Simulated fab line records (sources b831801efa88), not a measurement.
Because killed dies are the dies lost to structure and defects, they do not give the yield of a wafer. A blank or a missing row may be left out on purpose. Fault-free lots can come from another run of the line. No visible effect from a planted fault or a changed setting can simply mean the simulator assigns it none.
What tool caused it? | flow sky130 | 11 lots (32 wafers sampled), 1 step of a 708-step route

## WHAT EACH GAUGE READ, for each wafer
SKY_VIA3_CD_MEAS_12 targets a cd of 200 nm.
lot  | measured     | on        | cd nm (nm)
L295 | day 39 18:06 | cd sem-02 | 200.7 200.1 199.7
L296 | day 40 01:50 | cd sem-02 | 197.9 196.8 196.7
L298 | day 40 08:28 | cd sem-01 | 201.7 203.1 201.4
L299 | day 41 05:53 | cd sem-02 | 199.8 200.1 198.7
L300 | day 41 12:09 | cd sem-01 | 202.0 201.8 203.2
L301 | day 41 17:25 | cd sem-01 | 199.5 201.1 199.4
L302 | day 42 02:02 | cd sem-01 | 200.2 199.5 199.5
L303 | day 42 09:49 | cd sem-02 | 197.4 198.0 197.9
L307 | day 43 05:25 | cd sem-02 | 201.3 199.8
L311 | day 44 09:56 | cd sem-01 | 200.5 200.7 200.7
L317 | day 45 17:38 | cd sem-02 | 199.9 200.2 199.8

## TOOL THAT RAN EACH LOT (tool first, then ch and the chambers of the sampled wafers, then the start)
Before these readings, the record contains no process step.

## WHAT THE TOOLS THEMSELVES READ (means of the sampled wafers that have a number; where no wafer has one, the mark that the record gives instead)
The record holds no such reading with a usual standard deviation.

## THE ANSWER, worked out from the rows above alone
Rule: what is usual is taken from the lots themselves. The widest of any qualifying gaps counts: lots, ordered by their means at a reading, are off when they make up no more than a third of the lots, leave a main group of 4 or more, and stand apart from it by 3 or more times the standard deviation of that group's means. Not used: any main group whose means are identical at the precision the tables above print for the reading. A lot without any number at a reading at which 4 lots or more have one is off too. The other lots that the step has rows for count as sound. The gauges are gone through in route order, then the tools' own readings, and for those a lot's mean is taken as printed above. At the first step where some lot is off, the reading lying furthest off is the one used; lots without a number count as furthest.
No lot is off on any of the readings shown, so nothing can be concluded from this.

## WHAT THE SIMULATOR PUT IN
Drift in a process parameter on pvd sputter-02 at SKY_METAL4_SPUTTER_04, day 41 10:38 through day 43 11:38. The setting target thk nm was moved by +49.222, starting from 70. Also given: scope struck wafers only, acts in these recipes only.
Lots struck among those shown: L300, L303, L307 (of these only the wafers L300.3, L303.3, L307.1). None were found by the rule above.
